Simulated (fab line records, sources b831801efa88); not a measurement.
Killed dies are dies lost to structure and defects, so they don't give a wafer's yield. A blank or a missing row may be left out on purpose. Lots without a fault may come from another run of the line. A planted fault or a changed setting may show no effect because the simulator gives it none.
fab line records | flow gf180mcu
record lots=5 wafers=15 last_day=33
route steps=602 shown HV_LDD@192
lots that met no fault: from a run of the same line without faults
start_h: hours from the record's first day to the start of the lot's first wafer shown | wait_h: hours since the lot's step before | " the same as in the row above | L1.1+2: a row that stands for several wafers | - no value, or no start given | * or withheld: withheld | < > ~ a bound
route shown NAME@n: a module of which the file shows steps, and the number in the route of the first | usual: mean/standard deviation of fault-free wafers | same: alike in all rows | chamber/n: place in a boat | sites: the reading at each site | _std_site: their standard deviation | _edge_site: outer sites' mean less inner sites' | radius_mm: how far each site lies from the wafer's centre | mask NAME#n: copy n | behind: the tool/chamber that last shaped the wafer | hold: why the lot was held/for how many hours/how that ended | device: the transistor (n, p or np) that didn't switch | end of line: the same wafers' tests at the end of the route | a step without rows: its recipe alone | killed: dies lost to structure and defects at the first sort, not the wafer's yield | map: a wafer's dies, x killed, . not, _ none there
set.NAME: the setting as run; set.NAME@STEP: as run at that earlier step | model.NAME: the simulator's own value behind a step, which no gauge read
lots at some steps of the route; a table a step, a row a wafer
services: from which hour (start_h, from the record's first day; less than 0 if before it) a tool's chamber was out of use, for how many hours, and why
## steps
# step GF_HV_LDD_EXPOSE_16
# recipe mask_id=Pplus_LV_AREA target_cd_nm=400 na=0.6 source_shape=conventional sigma_outer=0.6 dose_mj=140
# columns lot.wafer tool chamber start_h wait_h mask
L079.1+4+5 iline_stepper-02 0 - - Pplus_LV_AREA#0
L087.3+4+5 iline_stepper-01 0 - - Pplus_LV_AREA#0
L088.3+5+6 iline_stepper-02 0 - - Pplus_LV_AREA#0
L090.3+4+5 iline_stepper-01 0 - - Pplus_LV_AREA#0
L091.1+4+6 iline_stepper-01 0 - - Pplus_LV_AREA#0
# step GF_HV_LDD_PEB_17
# recipe temp_c=withheld time_s=* resist=NOVOLAK
# same time_s=*
# columns lot.wafer tool chamber start_h wait_h
L079.1+4+5 litho_track-02 0 - -
L087.3+4+5 litho_track-02 0 - -
L088.3+5+6 litho_track-02 0 - -
L090.3+4+5 litho_track-03 0 - -
L091.1+4+6 litho_track-01 0 - -
# step GF_HV_LDD_DEVELOP_18
# recipe develop_time_s=60 dev_temp_c=23
# columns lot.wafer tool chamber start_h wait_h
L079.1+4+5 litho_track-02 0 273.45 0.1
L087.3+4+5 litho_track-02 0 331.55 0.1
L088.3+5+6 litho_track-02 0 338.50 0.1
L090.3+4+5 litho_track-03 0 357.71 0.1
L091.1+4+6 litho_track-01 0 367.51 0.1
# step GF_HV_LDD_CD_MEAS_19
# recipe target_cd_nm=400
# usual cd_nm=399.5/1.8
# columns lot.wafer tool chamber start_h wait_h cd_nm
L079.1 cd_sem-02 - 273.60 0.1 397.2
L079.4 " - " " 396.6
L079.5 " - " " 396.7
L087.3 cd_sem-02 - 331.69 0.1 400.8
L087.4 " - " " 400.5
L087.5 " - " " 400.7
L088.3 cd_sem-01 - 338.64 0.1 397.8
L088.5 " - " " 398.4
L088.6 " - " " 397.3
L090.3 cd_sem-01 - 357.85 0.1 397.8
L090.4 " - " " 397.0
L090.5 " - " " 396.7
L091.1 cd_sem-01 - 367.66 0.1 400.7
L091.4 " - " " 399.4
L091.6 " - " " 400.4
# step GF_HV_LDD_OVL_MEAS_20
# usual HV_LDD_01_OVL=-0.2/1.5
# columns lot.wafer tool chamber start_h wait_h HV_LDD_01_OVL[nm]
L079.1 overlay-02 - 273.72 0.1 -0.9
L079.4 " - " " -1.0
L079.5 " - " " -1.1
L087.3 overlay-02 - 331.78 0.1 -1.0
L087.4 " - " " 1.3
L087.5 " - " " 2.0
L088.3 overlay-01 - 338.73 0.1 -2.0
L088.5 " - " " -3.2
L088.6 " - " " -1.7
L090.3 overlay-02 - 357.94 0.1 0.1
L090.4 " - " " -2.5
L090.5 " - " " -0.7
L091.1 overlay-02 - 367.78 0.1 0.8
L091.4 " - " " 2.1
L091.6 " - " " 1.6
# step GF_HV_LDD_IMPLANT_21
# recipe species=BF2 energy_kev=25 dose_cm2=5e+13 tilt_deg=7
# columns lot.wafer tool chamber start_h wait_h
L079.1+4+5 implanter-04 0 273.76 0.0
L087.3+4+5 implanter-02 0 331.85 0.1
L088.3+5+6 implanter-02 0 338.80 0.1
L090.3+4+5 implanter-02 0 358.01 0.1
L091.1+4+6 implanter-04 0 367.81 0.0
# step GF_HV_LDD_STRIP_22
# recipe chemistry=O2/N2 power_w=1400 pressure_mtorr=1500 platen_temp_c=250 o2_flow_sccm=3000 n2_flow_sccm=300 overash_fraction=0.5
# usual drypump_motor_current_A=5.7/0.49 heater_power_w=351/46 o2_flow_sccm=2999/8.2 oes_product_au=0.716/0.0042 strip_time_to_endpoint_s=12.636/0.026
# columns lot.wafer tool chamber start_h wait_h drypump_motor_current_A heater_power_w o2_flow_sccm oes_product_au rf_hours_counter_h strip_time_to_endpoint_s
L079.1 plasma_asher-03 1 273.91 0.1 4.9 303 3020 0.719 69 12.654
L079.4 " 0 " " 6.2 410 2987 0.714 - 12.618
L079.5 " 0 " " 6.2 406 2996 0.710 - 12.631
L087.3 plasma_asher-02 1 331.99 0.1 5.5 404 2993 0.712 - 12.675
L087.4 " 0 " " 6.3 284 3002 0.720 - 12.648
L087.5 " 1 " " 5.5 392 2999 0.710 - 12.677
L088.3 plasma_asher-01 0 338.94 0.1 5.6 366 3001 0.718 - 12.615
L088.5 " 0 " " 5.6 364 2985 0.714 - 12.624
L088.6 " 1 " " 5.9 342 2995 0.710 - 12.664
L090.3 plasma_asher-01 0 358.14 0.1 5.6 363 2992 0.722 - 12.631
L090.4 " 1 " " 5.9 347 2988 0.718 - 12.639
L090.5 " 1 " " 5.9 350 2993 0.721 - 12.633
L091.1 plasma_asher-02 1 367.96 0.1 5.5 391 2975 0.712 27 12.622
L091.4 " 0 " " 6.4 276 3006 0.718 - 12.648
L091.6 " 0 " " 6.3 279 3002 0.710 - 12.629
# step GF_HV_LDD_TW_MEAS_23
# usual HV_LDD_2_TW=1050/8.7
# columns lot.wafer tool chamber start_h wait_h HV_LDD_2_TW
L079.1 film_metro-03 - 274.01 0.1 1042
L079.4 " - " " 1041
L079.5 " - " " 1036
L087.3 film_metro-03 - 332.07 0.1 1043
L087.4 " - " " 1041
L087.5 " - " " 1042
L088.3 film_metro-03 - 339.02 0.1 1039
L088.5 " - " " 1032
L088.6 " - " " 1032
L090.3 film_metro-03 - 358.23 0.1 1036
L090.4 " - " " 1035
L090.5 " - " " 1038
L091.1 film_metro-03 - 368.06 0.1 1046
L091.4 " - " " 1039
L091.6 " - " " 1043
# step GF_HV_LDD_DEHYDRATE_24
# recipe temp_c=200 time_s=60
# usual heater_power_total_W=160.36/0.13 plate_temp_C=199.97/0.16
# same time_s=60
# columns lot.wafer tool chamber start_h wait_h heater_power_total_W plate_temp_C
L079.1 litho_track-03 0 282.96 8.9 160.54 200.27
L079.4 " 0 " " 160.49 200.17
L079.5 " 0 " " 160.30 200.01
L087.3 litho_track-01 0 342.56 10.5 160.27 199.95
L087.4 " 0 " " 160.23 199.69
L087.5 " 0 " " 160.39 199.70
L088.3 litho_track-03 0 349.31 10.3 160.17 199.97
L088.5 " 0 " " 160.34 199.75
L088.6 " 0 " " 160.21 199.79
L090.3 litho_track-01 0 369.01 10.8 160.49 200.15
L090.4 " 0 " " 160.40 199.92
L090.5 " 0 " " 160.18 199.77
L091.1 litho_track-03 0 378.76 10.7 160.35 199.85
L091.4 " 0 " " 160.13 199.94
L091.6 " 0 " " 160.30 200.06
# step GF_HV_LDD_HMDS_25
# recipe prime_time_s=60 prime_temp_c=120
# columns lot.wafer tool chamber start_h wait_h
L079.1+4+5 litho_track-03 0 283.11 0.1
L087.3+4+5 litho_track-01 0 342.71 0.1
L088.3+5+6 litho_track-03 0 349.46 0.1
L090.3+4+5 litho_track-01 0 369.16 0.1
L091.1+4+6 litho_track-03 0 378.91 0.1
# step GF_HV_LDD_COAT_26
# recipe resist=NOVOLAK spin_rpm=3000 resist_thk_nm=1000
# columns lot.wafer tool chamber start_h wait_h
L079.1+4+5 litho_track-03 0 283.26 0.1
L087.3+4+5 litho_track-01 0 342.86 0.1
L088.3+5+6 litho_track-03 0 349.61 0.1
L090.3+4+5 litho_track-01 0 369.31 0.1
L091.1+4+6 litho_track-03 0 379.06 0.1
# step GF_HV_LDD_SOFTBAKE_27
# recipe temp_c=90 time_s=60 resist=NOVOLAK
# usual heater_power_total_W=56.59/0.042 plate_temp_C=89.98/0.14
# same time_s=60
# columns lot.wafer tool chamber start_h wait_h heater_power_total_W plate_temp_C
L079.1 litho_track-03 0 283.41 0.1 56.60 89.79
L079.4 " 0 " " 56.61 89.68
L079.5 " 0 " " 56.56 89.88
L087.3 litho_track-01 0 343.01 0.1 56.60 89.88
L087.4 " 0 " " 56.61 89.85
L087.5 " 0 " " 56.59 89.81
L088.3 litho_track-03 0 349.76 0.1 56.52 90.06
L088.5 " 0 " " 56.60 90.03
L088.6 " 0 " " 56.57 90.05
L090.3 litho_track-01 0 369.46 0.1 56.57 90.02
L090.4 " 0 " " 56.66 90.12
L090.5 " 0 " " 56.62 89.94
L091.1 litho_track-03 0 379.21 0.1 56.63 90.11
L091.4 " 0 " " 56.60 90.03
L091.6 " 0 " " 56.63 90.04
# step GF_HV_LDD_EXPOSE_28
# recipe mask_id=Nplus_HV_AREA target_cd_nm=400 na=0.6 source_shape=conventional sigma_outer=0.6 dose_mj=140
# columns lot.wafer tool chamber start_h wait_h mask
L079.1+4+5 iline_stepper-01 0 - - Nplus_HV_AREA#0
L087.3+4+5 iline_stepper-01 0 - - Nplus_HV_AREA#0
L088.3+5+6 iline_stepper-02 0 - - Nplus_HV_AREA#0
L090.3+4+5 iline_stepper-02 0 - - Nplus_HV_AREA#0
L091.1+4+6 iline_stepper-01 0 - - Nplus_HV_AREA#0
# step GF_HV_LDD_PEB_29
# recipe temp_c=withheld time_s=* resist=NOVOLAK
# same time_s=*
# columns lot.wafer tool chamber start_h wait_h
L079.1+4+5 litho_track-03 0 - -
L087.3+4+5 litho_track-03 0 - -
L088.3+5+6 litho_track-03 0 - -
L090.3+4+5 litho_track-03 0 - -
L091.1+4+6 litho_track-01 0 - -
# step GF_HV_LDD_DEVELOP_30
# recipe develop_time_s=60 dev_temp_c=23
# columns lot.wafer tool chamber start_h wait_h
L079.1+4+5 litho_track-03 0 293.41 0.1
L087.3+4+5 litho_track-03 0 353.36 0.1
L088.3+5+6 litho_track-03 0 360.51 0.1
L090.3+4+5 litho_track-03 0 380.51 0.1
L091.1+4+6 litho_track-01 0 390.11 0.1
# step GF_HV_LDD_CD_MEAS_31
# recipe target_cd_nm=400
# usual cd_nm=399.6/2.1
# columns lot.wafer tool chamber start_h wait_h cd_nm
L079.1 cd_sem-02 - 293.56 0.1 401.6
L079.4 " - " " 401.8
L079.5 " - " " 399.6
L087.3 cd_sem-02 - 353.50 0.1 403.2
L087.4 " - " " 404.0
L087.5 " - " " 401.0
L088.3 cd_sem-01 - 360.65 0.1 396.2
L088.5 " - " " 397.6
L088.6 " - " " 398.3
L090.3 cd_sem-01 - 380.65 0.1 398.4
L090.4 " - " " 398.2
L090.5 " - " " 397.7
L091.1 cd_sem-02 - 390.26 0.1 400.5
L091.4 " - " " 402.0
L091.6 " - " " 403.2
# step GF_HV_LDD_OVL_MEAS_32
# usual HV_LDD_02_OVL=0.3/1.3
# columns lot.wafer tool chamber start_h wait_h HV_LDD_02_OVL[nm]
L079.1 overlay-01 - 293.68 0.1 1.2
L079.4 " - " " 1.5
L079.5 " - " " -0.6
L087.3 overlay-02 - 353.59 0.1 0.9
L087.4 " - " " 0.9
L087.5 " - " " 2.2
L088.3 overlay-02 - 360.74 0.1 -0.4
L088.5 " - " " -0.8
L088.6 " - " " 0.0
L090.3 overlay-01 - 380.74 0.1 0.8
L090.4 " - " " -0.3
L090.5 " - " " 0.8
L091.1 overlay-01 - 390.38 0.1 1.8
L091.4 " - " " -0.1
L091.6 " - " " 1.2
# step GF_HV_LDD_IMPLANT_33
# recipe species=P energy_kev=60 dose_cm2=7.5e+12 tilt_deg=30 rotation_deg=0
# columns lot.wafer tool chamber start_h wait_h
L079.1+4+5 implanter-02 0 293.71 0.0
L087.3+4+5 implanter-04 0 353.66 0.1
L088.3+5+6 implanter-04 0 360.81 0.1
L090.3+4+5 implanter-02 0 380.81 0.1
L091.1+4+6 implanter-02 0 390.41 0.0
# step GF_HV_LDD_IMPLANT_34
# recipe species=P energy_kev=60 dose_cm2=7.5e+12 tilt_deg=30 rotation_deg=90
# columns lot.wafer tool chamber start_h wait_h
L079.1+4+5 implanter-02 0 293.86 0.1
L087.3+4+5 implanter-04 0 353.81 0.1
L088.3+5+6 implanter-04 0 360.96 0.1
L090.3+4+5 implanter-02 0 380.96 0.1
L091.1+4+6 implanter-02 0 390.56 0.1
# step GF_HV_LDD_IMPLANT_35
# recipe species=P energy_kev=60 dose_cm2=7.5e+12 tilt_deg=30 rotation_deg=180
# columns lot.wafer tool chamber start_h wait_h
L079.1+4+5 implanter-02 0 294.01 0.1
L087.3+4+5 implanter-04 0 353.96 0.1
L088.3+5+6 implanter-04 0 361.11 0.1
L090.3+4+5 implanter-02 0 381.11 0.1
L091.1+4+6 implanter-02 0 390.71 0.1
# step GF_HV_LDD_IMPLANT_36
# recipe species=P energy_kev=60 dose_cm2=7.5e+12 tilt_deg=30 rotation_deg=270
# columns lot.wafer tool chamber start_h wait_h
L079.1+4+5 implanter-02 0 294.16 0.1
L087.3+4+5 implanter-04 0 354.11 0.1
L088.3+5+6 implanter-04 0 361.26 0.1
L090.3+4+5 implanter-02 0 381.26 0.1
L091.1+4+6 implanter-02 0 390.86 0.1
# step GF_HV_LDD_STRIP_37
# recipe chemistry=O2/N2 power_w=1400 pressure_mtorr=1500 platen_temp_c=250 o2_flow_sccm=3000 n2_flow_sccm=300 overash_fraction=0.5
# usual drypump_motor_current_A=5.8/0.4 heater_power_w=346/46 o2_flow_sccm=3003/17 oes_product_au=0.716/0.0042 strip_time_to_endpoint_s=12.64/0.038
# columns lot.wafer tool chamber start_h wait_h drypump_motor_current_A heater_power_w o2_flow_sccm oes_product_au rf_hours_counter_h strip_time_to_endpoint_s
L079.1 plasma_asher-02 0 294.31 0.1 6.3 278 2995 0.718 19 12.63
L079.4 " 1 " " 5.5 396 2981 0.719 - 12.69
L079.5 " 0 " " 6.4 285 3004 0.722 - 12.61
L087.3 plasma_asher-02 0 354.24 0.1 6.4 286 3006 0.722 - 12.59
L087.4 " 1 " " 5.5 395 3005 0.720 - 12.58
L087.5 " 1 " " 5.5 382 3000 0.719 - 12.61
L088.3 plasma_asher-01 1 361.39 0.1 5.9 349 3005 0.720 - 12.62
L088.5 " 1 " " 5.9 346 2998 0.714 - 12.68
L088.6 " 0 " " 5.6 363 3000 0.718 - 12.65
L090.3 plasma_asher-02 0 381.39 0.1 6.4 272 3000 0.714 - 12.57
L090.4 " 1 " " 5.5 383 3002 0.716 - 12.59
L090.5 " 1 " " 5.5 401 2998 0.720 - 12.59
L091.1 plasma_asher-01 1 391.01 0.1 5.9 343 3005 0.712 72 12.64
L091.4 " 1 " " 5.9 342 2992 0.713 - 12.63
L091.6 " 0 " " 5.6 361 3004 0.716 - 12.62
# step GF_HV_LDD_TW_MEAS_38
# usual HV_LDD_3_TW=1425/9.4
# columns lot.wafer tool chamber start_h wait_h HV_LDD_3_TW
L079.1 film_metro-04 - 294.41 0.1 1439
L079.4 " - " " 1441
L079.5 " - " " 1433
L087.3 film_metro-03 - 354.33 0.1 1412
L087.4 " - " " 1404
L087.5 " - " " 1410
L088.3 film_metro-04 - 361.48 0.1 1430
L088.5 " - " " 1437
L088.6 " - " " 1434
L090.3 film_metro-04 - 381.48 0.1 1438
L090.4 " - " " 1428
L090.5 " - " " 1423
L091.1 film_metro-01 - 391.11 0.1 1442
L091.4 " - " " 1446
L091.6 " - " " 1437
# step GF_HV_LDD_DEHYDRATE_39
# recipe temp_c=200 time_s=60
# usual heater_power_total_W=160.37/0.13 plate_temp_C=200.01/0.15
# same time_s=60
# columns lot.wafer tool chamber start_h wait_h heater_power_total_W plate_temp_C
L079.1 litho_track-01 0 304.06 9.6 160.40 199.87
L079.4 " 0 " " 160.30 200.02
L079.5 " 0 " " 160.29 200.12
L087.3 litho_track-01 0 364.61 10.3 160.35 199.87
L087.4 " 0 " " 160.32 199.87
L087.5 " 0 " " 160.35 200.08
L088.3 litho_track-02 0 371.90 10.4 160.48 200.04
L088.5 " 0 " " 160.28 200.16
L088.6 " 0 " " 160.24 200.10
L090.3 litho_track-02 0 392.70 11.2 160.43 199.98
L090.4 " 0 " " 160.21 199.74
L090.5 " 0 " " 160.39 200.09
L091.1 litho_track-01 0 402.06 10.9 160.44 200.24
L091.4 " 0 " " 160.13 200.12
L091.6 " 0 " " 160.52 200.18
# step GF_HV_LDD_HMDS_40
# recipe prime_time_s=60 prime_temp_c=120
# columns lot.wafer tool chamber start_h wait_h
L079.1+4+5 litho_track-01 0 304.21 0.1
L087.3+4+5 litho_track-01 0 364.76 0.1
L088.3+5+6 litho_track-02 0 372.05 0.1
L090.3+4+5 litho_track-02 0 392.85 0.1
L091.1+4+6 litho_track-01 0 402.21 0.1
# step GF_HV_LDD_COAT_41
# recipe resist=NOVOLAK spin_rpm=3000 resist_thk_nm=1000
# columns lot.wafer tool chamber start_h wait_h
L079.1+4+5 litho_track-01 0 304.36 0.1
L087.3+4+5 litho_track-01 0 364.91 0.1
L088.3+5+6 litho_track-02 0 372.20 0.1
L090.3+4+5 litho_track-02 0 393.00 0.1
L091.1+4+6 litho_track-01 0 402.36 0.1
# step GF_HV_LDD_SOFTBAKE_42
# recipe temp_c=90 time_s=60 resist=NOVOLAK
# usual heater_power_total_W=56.59/0.04 plate_temp_C=89.99/0.12
# same time_s=60
# columns lot.wafer tool chamber start_h wait_h heater_power_total_W plate_temp_C
L079.1 litho_track-01 0 304.51 0.1 56.59 89.91
L079.4 " 0 " " 56.62 89.85
L079.5 " 0 " " 56.57 90.00
L087.3 litho_track-01 0 365.06 0.1 56.67 90.04
L087.4 " 0 " " 56.59 90.07
L087.5 " 0 " " 56.64 90.10
L088.3 litho_track-02 0 372.35 0.1 56.61 89.73
L088.5 " 0 " " 56.58 90.03
L088.6 " 0 " " 56.55 90.08
L090.3 litho_track-02 0 393.15 0.1 56.60 89.95
L090.4 " 0 " " 56.60 90.02
L090.5 " 0 " " 56.66 90.03
L091.1 litho_track-01 0 402.51 0.1 56.62 90.13
L091.4 " 0 " " 56.55 89.88
L091.6 " 0 " " 56.67 89.84
# step GF_HV_LDD_EXPOSE_43
# recipe mask_id=Pplus_HV_AREA target_cd_nm=400 na=0.6 source_shape=conventional sigma_outer=0.6 dose_mj=140
# columns lot.wafer tool chamber start_h wait_h mask
L079.1+4+5 iline_stepper-01 0 - - Pplus_HV_AREA#0
L087.3+4+5 iline_stepper-01 0 - - Pplus_HV_AREA#0
L088.3+5+6 iline_stepper-02 0 - - Pplus_HV_AREA#0
L090.3+4+5 iline_stepper-01 0 - - Pplus_HV_AREA#0
L091.1+4+6 iline_stepper-01 0 - - Pplus_HV_AREA#0
# step GF_HV_LDD_PEB_44
# recipe temp_c=withheld time_s=* resist=NOVOLAK
# same time_s=*
# columns lot.wafer tool chamber start_h wait_h
L079.1+4+5 litho_track-01 0 - -
L087.3+4+5 litho_track-03 0 - -
L088.3+5+6 litho_track-02 0 - -
L090.3+4+5 litho_track-02 0 - -
L091.1+4+6 litho_track-02 0 - -
# step GF_HV_LDD_DEVELOP_45
# recipe develop_time_s=60 dev_temp_c=23
# columns lot.wafer tool chamber start_h wait_h
L079.1+4+5 litho_track-01 0 314.66 0.1
L087.3+4+5 litho_track-03 0 376.46 0.1
L088.3+5+6 litho_track-02 0 383.80 0.1
L090.3+4+5 litho_track-02 0 404.85 0.1
L091.1+4+6 litho_track-02 0 413.95 0.1
# step GF_HV_LDD_CD_MEAS_46
# recipe target_cd_nm=400
# usual cd_nm=399.5/1.9
# columns lot.wafer tool chamber start_h wait_h cd_nm
L079.1 cd_sem-01 - 314.81 0.1 398.4
L079.4 " - " " 398.8
L079.5 " - " " 397.4
L087.3 cd_sem-02 - 376.60 0.1 400.2
L087.4 " - " " 400.8
L087.5 " - " " 399.0
L088.3 cd_sem-02 - 383.94 0.1 396.7
L088.5 " - " " 397.6
L088.6 " - " " 397.8
L090.3 cd_sem-01 - 404.99 0.1 398.9
L090.4 " - " " 399.5
L090.5 " - " " 398.6
L091.1 cd_sem-02 - 414.10 0.1 399.9
L091.4 " - " " 399.0
L091.6 " - " " 398.8
# step GF_HV_LDD_OVL_MEAS_47
# usual HV_LDD_03_OVL=0.6/1.4
# columns lot.wafer tool chamber start_h wait_h HV_LDD_03_OVL[nm]
L079.1 overlay-01 - 314.93 0.1 -3.2
L079.4 " - " " -1.3
L079.5 " - " " -2.2
L087.3 overlay-02 - 376.69 0.1 0.7
L087.4 " - " " 0.6
L087.5 " - " " 0.2
L088.3 overlay-02 - 384.03 0.1 1.4
L088.5 " - " " 2.8
L088.6 " - " " 0.8
L090.3 overlay-02 - 405.08 0.1 1.2
L090.4 " - " " 2.4
L090.5 " - " " 0.9
L091.1 overlay-02 - 414.22 0.1 3.3
L091.4 " - " " 0.0
L091.6 " - " " 1.0
# step GF_HV_LDD_IMPLANT_48
# recipe species=B energy_kev=25 dose_cm2=3e+13 tilt_deg=7
# columns lot.wafer tool chamber start_h wait_h
L079.1+4+5 implanter-02 0 314.96 0.0
L087.3+4+5 implanter-01 0 376.76 0.1
L088.3+5+6 implanter-02 0 384.10 0.1
L090.3+4+5 implanter-04 0 405.15 0.1
L091.1+4+6 implanter-02 0 414.25 0.0
# step GF_HV_LDD_STRIP_49
# recipe chemistry=O2/N2 power_w=1400 pressure_mtorr=1500 platen_temp_c=250 o2_flow_sccm=3000 n2_flow_sccm=300 overash_fraction=0.5
# usual drypump_motor_current_A=5.8/0.39 heater_power_w=351/40 o2_flow_sccm=3001/7.8 oes_product_au=0.716/0.0046 strip_time_to_endpoint_s=12.62/0.033
# columns lot.wafer tool chamber start_h wait_h drypump_motor_current_A heater_power_w o2_flow_sccm oes_product_au rf_hours_counter_h strip_time_to_endpoint_s
L079.1 plasma_asher-01 1 315.11 0.1 5.9 347 2985 0.713 64 12.66
L079.4 " 0 " " 5.6 364 2999 0.720 - 12.62
L079.5 " 1 " " 5.9 349 2991 0.719 - 12.63
L087.3 plasma_asher-02 1 376.89 0.1 5.5 396 3001 0.717 - 12.58
L087.4 " 0 " " 6.4 287 2988 0.711 - 12.55
L087.5 " 0 " " 6.4 276 3012 0.717 - 12.57
L088.3 plasma_asher-01 1 384.24 0.1 5.9 345 2998 0.717 - 12.67
L088.5 " 0 " " 5.6 366 2990 0.707 - 12.65
L088.6 " 1 " " 5.9 340 3004 0.714 - 12.63
L090.3 plasma_asher-01 0 405.29 0.1 5.6 357 3007 0.713 - 12.63
L090.4 " 1 " " 5.9 338 3000 0.717 - 12.61
L090.5 " 0 " " 5.6 362 3000 0.723 - 12.62
L091.1 plasma_asher-01 0 414.40 0.1 5.6 365 2994 0.718 74 12.60
L091.4 " 1 " " 5.9 346 3013 0.716 - 12.62
L091.6 " 0 " " 5.6 366 2987 0.719 - 12.56
# step GF_HV_LDD_TW_MEAS_50
# usual HV_LDD_4_TW=565/3.8
# columns lot.wafer tool chamber start_h wait_h HV_LDD_4_TW
L079.1 film_metro-03 - 315.21 0.1 560
L079.4 " - " " 560
L079.5 " - " " 558
L087.3 film_metro-01 - 376.98 0.1 575
L087.4 " - " " 571
L087.5 " - " " 575
L088.3 film_metro-04 - 384.32 0.1 562
L088.5 " - " " 569
L088.6 " - " " 564
L090.3 film_metro-03 - 405.37 0.1 561
L090.4 " - " " 560
L090.5 " - " " 561
L091.1 film_metro-04 - 414.50 0.1 565
L091.4 " - " " 566
L091.6 " - " " 564
# step GF_HV_LDD_CLEAN_51
# recipe chemistry=SC1/SC2 mix=1:4:20 temp_c=70 time_s=150 dry=n2_spin
# same time_s=150
# columns lot.wafer tool chamber start_h wait_h
L079.1+4+5 wet_bench-04 1 315.27 0.1
L087.3+4+5 wet_bench-03 1 377.02 0.0
L088.3+5+6 wet_bench-01 3 384.36 0.0
L090.3+4+5 wet_bench-01 1 405.41 0.0
L091.1+4+6 wet_bench-03 2 414.56 0.1
# step GF_HV_LDD_RTA_52
# recipe temp_c=1000 time_s=10 ambient=N2
# usual lamp_power_pct=35.7/1.5 wafer_temp_C_max=1005.1/1.2
# same time_s=10
# columns lot.wafer tool chamber start_h wait_h lamp_power_pct wafer_temp_C_max
L079.1 rtp_anneal-02 0 315.32 0.0 37.2 1006.5
L079.4 " 0 " " 37.2 1006.4
L079.5 " 0 " " 37.1 1006.3
L087.3 rtp_anneal-02 0 377.12 0.0 37.2 1004.4
L087.4 " 0 " " 37.1 1007.1
L087.5 " 0 " " 37.1 1004.2
L088.3 rtp_anneal-02 0 384.46 0.0 37.2 1007.6
L088.5 " 0 " " 37.1 1005.2
L088.6 " 0 " " 37.2 1005.8
L090.3 rtp_anneal-01 0 405.49 0.0 34.2 1006.4
L090.4 " 0 " " 34.2 1003.7
L090.5 " 0 " " 34.2 1005.8
L091.1 rtp_anneal-01 0 414.61 0.0 34.2 1004.8
L091.4 " 0 " " 34.2 1002.8
L091.6 " 0 " " 34.2 1004.8
# step GF_HV_LDD_RS_MEAS_53
# recipe thk_meas_gauge=four-point-probe
# usual HV_LDD_RS=418.5/0.9
# columns lot.wafer tool chamber start_h wait_h HV_LDD_RS[ohm/sq]
L079.1 film_metro-03 - 315.39 0.1 418.1
L079.4 " - " " 419.9
L079.5 " - " " 419.1
L087.3 film_metro-04 - 377.24 0.1 418.8
L087.4 " - " " 420.2
L087.5 " - " " 419.0
L088.3 film_metro-04 - 384.59 0.1 417.8
L088.5 " - " " 418.4
L088.6 " - " " 418.6
L090.3 film_metro-01 - 405.57 0.1 417.7
L090.4 " - " " 419.3
L090.5 " - " " 418.8
L091.1 film_metro-01 - 414.68 0.1 419.2
L091.4 " - " " 420.0
L091.6 " - " " 419.8
# step GF_HV_LDD_CVD_54
# recipe material=SiO2 target_thk_nm=10 precursor=TEOS temp_c=680 time_s=75 pressure_mtorr=400
# usual spike_tc_centre_C=679.3/1.1
# same time_s=75
# columns lot.wafer tool chamber start_h wait_h spike_tc_centre_C
L079.1 lpcvd-01 0 315.51 0.1 678.8
L079.4 " 0 " " 679.1
L079.5 " 0 " " 678.8
L087.3 lpcvd-01 1 377.32 0.1 678.5
L087.4 " 1 " " 678.6
L087.5 " 1 " " 678.3
L088.3 lpcvd-02 1 384.67 0.1 681.2
L088.5 " 1 " " 680.2
L088.6 " 1 " " 679.9
L090.3 lpcvd-01 0 405.65 0.1 680.1
L090.4 " 0 " " 678.5
L090.5 " 0 " " 679.0
L091.1 lpcvd-01 1 414.80 0.1 678.9
L091.4 " 1 " " 681.2
L091.6 " 1 " " 680.2
# step GF_HV_LDD_THK_MEAS_55
# recipe reads=SiO2_of_HV_LDD_CVD_54
# usual HV_LDD_CVD_54_THK=10.02/0.14
# columns lot.wafer tool chamber start_h wait_h HV_LDD_CVD_54_THK[nm]
L079.1 film_metro-04 - 316.53 0.0 10.12
L079.4 " - " " 10.07
L079.5 " - " " 10.03
L087.3 film_metro-03 - 378.37 0.0 9.81
L087.4 " - " " 9.65
L087.5 " - " " 9.68
L088.3 film_metro-04 - 385.72 0.0 10.00
L088.5 " - " " 9.94
L088.6 " - " " 10.01
L090.3 film_metro-04 - 406.69 0.0 10.22
L090.4 " - " " 10.15
L090.5 " - " " 10.03
L091.1 film_metro-04 - 415.82 0.0 10.16
L091.4 " - " " 10.20
L091.6 " - " " 10.21
# step GF_HV_LDD_CVD_56
# recipe material=Si3N4 precursor=DCS/NH3 target_thk_nm=90 temp_c=770 time_s=1543 pressure_mtorr=250
# usual spike_tc_centre_C=769.8/1.2
# same time_s=1543
# columns lot.wafer tool chamber start_h wait_h spike_tc_centre_C
L079.1 lpcvd-01 1 316.59 0.1 769.5
L079.4 " 1 " " 770.0
L079.5 " 1 " " 769.1
L087.3 lpcvd-01 0 378.41 0.0 770.7
L087.4 " 0 " " 766.8
L087.5 " 0 " " 768.5
L088.3 lpcvd-01 1 385.76 0.0 768.7
L088.5 " 1 " " 769.4
L088.6 " 1 " " 768.9
L090.3 lpcvd-02 0 407.76 1.1 770.5
L090.4 " 0 " " 769.8
L090.5 " 0 " " 770.5
L091.1 lpcvd-02 0 415.88 0.1 770.3
L091.4 " 0 " " 770.4
L091.6 " 0 " " 770.8
# step GF_HV_LDD_THK_MEAS_57
# recipe reads=Si3N4_of_HV_LDD_CVD_56
# usual HV_LDD_CVD_56_THK=90.2/0.89
# columns lot.wafer tool chamber start_h wait_h HV_LDD_CVD_56_THK[nm]
L079.1 film_metro-03 - 318.02 0.0 89.2
L079.4 " - " " 88.5
L079.5 " - " " 88.9
L087.3 film_metro-04 - 379.85 0.0 90.2
L087.4 " - " " 90.3
L087.5 " - " " 90.5
L088.3 film_metro-03 - 387.92 0.0 89.6
L088.5 " - " " 89.9
L088.6 " - " " 90.0
L090.3 film_metro-04 - 409.21 0.0 91.1
L090.4 " - " " 90.9
L090.5 " - " " 91.9
L091.1 film_metro-04 - 417.31 0.0 91.7
L091.4 " - " " 91.3
L091.6 " - " " 91.1
## services
# columns tool chamber start_h hours kind
implanter-02 - 275.33 1.4 repair
iline_stepper-02 - 283.30 10.8 repair
implanter-01 - 294.17 74.9 repair
iline_stepper-01 - 327.10 1.7 pm
implanter-01 - 340.60 3.6 repair
iline_stepper-01 - 348.87 1.8 repair
iline_stepper-02 - 353.52 5.0 repair
iline_stepper-02 - 363.79 1.7 pm
implanter-01 - 369.02 4.9 pm
plasma_asher-03 - 386.89 0.8 repair
rtp_anneal-01 - 402.53 1.0 pm
implanter-02 - 403.00 5.8 pm
## key
fault none
